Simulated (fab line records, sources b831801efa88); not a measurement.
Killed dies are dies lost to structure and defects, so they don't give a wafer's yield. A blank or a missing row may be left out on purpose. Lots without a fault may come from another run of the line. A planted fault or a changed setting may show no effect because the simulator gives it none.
Split-lot experiment | flow sky130 | 5 lots, 23 wafers read, on a route of 708 steps

THE SPLIT
At SKY_LI_CONTACT_HDPCVD_00 (deposits PSG, target thk 930 nm, time 155 s), the setting time_s was moved away from the recipe's 155 s on 11 of the 23 wafers read, by -10.2% to +14.3%. The other wafers ran this setting at the recipe's value.

The file shows no step between the split and the reading.

THE READING
LI_CONTACT_HDPCVD_THK, in nm, at SKY_LI_CONTACT_THK_MEAS_01. Fault-free wafers of this fab line usually give 929 nm, standard deviation 8.7 nm.

wafer  | tool, chamber at the split | time_s as run, s | against the recipe | LI_CONTACT_HDPCVD_THK, nm | against lot-mates on the recipe
L076.2 | hdpcvd-02, 1               | 155              | recipe             | 934                       | -
L076.4 | hdpcvd-02, 0               | 155              | recipe             | 939                       | -
L076.5 | hdpcvd-02, 2               | 155              | recipe             | 931                       | -
L077.1 | hdpcvd-02, 1               | 177.2            | +14.3%             | 1058                      | +128
L077.2 | hdpcvd-02, 0               | 177.2            | +14.3%             | 1068                      | +138
L077.4 | hdpcvd-02, 0               | 155              | recipe             | 931                       | -
L077.5 | hdpcvd-02, 1               | 177.2            | +14.3%             | 1072                      | +142
L077.6 | hdpcvd-02, 2               | 155              | recipe             | 929                       | -
L082.1 | hdpcvd-02, 2               | 155              | recipe             | 927                       | -
L082.2 | hdpcvd-02, 1               | 170.6            | +10.1%             | 1022                      | +94
L082.3 | hdpcvd-02, 0               | 170.6            | +10.1%             | 1032                      | +104
L082.4 | hdpcvd-02, 1               | 170.6            | +10.1%             | 1020                      | +92
L082.6 | hdpcvd-02, 0               | 155              | recipe             | 928                       | -
L083.1 | hdpcvd-02, 2               | 168.1            | +8.5%              | 1007                      | +74
L083.2 | hdpcvd-02, 0               | 168.1            | +8.5%              | 1013                      | +80
L083.3 | hdpcvd-02, 1               | 168.1            | +8.5%              | 1000                      | +67
L083.4 | hdpcvd-02, 1               | 155              | recipe             | 934                       | -
L083.6 | hdpcvd-02, 0               | 155              | recipe             | 932                       | -
L084.1 | hdpcvd-02, 1               | 155              | recipe             | 946                       | -
L084.2 | hdpcvd-02, 2               | 155              | recipe             | 924                       | -
L084.3 | hdpcvd-02, 0               | 155              | recipe             | 936                       | -
L084.5 | hdpcvd-02, 0               | 139.2            | -10.2%             | 836                       | -99
L084.6 | hdpcvd-02, 2               | 139.2            | -10.2%             | 839                       | -96

THE FIT
A straight line over all 23 wafers: LI_CONTACT_HDPCVD_THK changes by +9.22 nm for each +1% of time_s; r = +1.00; the points scatter about the line by 5.8 nm.
The same after taking each lot's own level away (the mean of its wafers on the recipe; 23 wafers): +9.46 nm for each +1%; r = +1.00; scatter 5.7 nm.
On that fit, the largest move of time_s shifts the reading by 1.4e+02 nm.
The lots' own levels span 927.5 to 935.3 nm, that is 0.9 times the standard deviation above.
So the lot-to-lot level changes the slope little: the two slopes agree.
Check: with one of the wafers moved furthest among these (+14.3%) left out of the fit, the line predicts +136 nm for it against its lot-mates. It came out at +128 nm against them.

OTHER SPLITS ON THESE WAFERS
These wafers also went through other splits before the reading. Each is held against what the fit with the lots' levels taken away leaves over:
other split on the same wafers      | wafers away from the commonest value | r with LI_CONTACT_HDPCVD_THK (lot level and that fit taken away)
SKY_GATE_OXIDE_SOFTBAKE_06 temp_c   | 6                                    | -0.37
SKY_RES_PROTECT_COAT_02 spin_rpm    | 7                                    | -0.11
SKY_POLY_GATE_CVD_03 pressure_mtorr | 10                                   | +0.21
SKY_POLY_GATE_EXPOSE_10 dose_mj     | 6                                    | -0.07
SKY_LDD_N_SOFTBAKE_03 temp_c        | 10                                   | -0.23
SKY_LDD_P_IMPLANT_09 dose_cm2       | 8                                    | +0.11
SKY_LDD_HVN_SOFTBAKE_03 temp_c      | 6                                    | +0.07
SKY_LDD_HVP_SOFTBAKE_03 temp_c      | 11                                   | +0.02
SKY_SD_N_STRIP_11 power_w           | 8                                    | -0.09

THE WHOLE CHAIN: every reading that the file lists as answering this split, in the file's order
step                       | what it does                                | reading                                                                             | change (the file's fit)              | r (the file's)
SKY_LI_CONTACT_HDPCVD_00   | deposits PSG, target thk 930 nm, time 155 s | PSG_of_LI_CONTACT_HDPCVD_00.thk_nm (the simulator's own value, which no gauge read) | +9.43 nm for each +1% of the setting | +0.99
SKY_LI_CONTACT_THK_MEAS_01 |                                             | LI_CONTACT_HDPCVD_THK                                                               | +9.43 for each +1% of the setting    | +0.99
SKY_LI_CONTACT_CMP_02      | polishes PSG                                | time_to_endpoint_s                                                                  | withheld for each +1% of the setting | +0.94

THE FILE'S OWN FIT
LI_CONTACT_HDPCVD_THK changes by +9.43 nm for each +1% of time_s, r = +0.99.
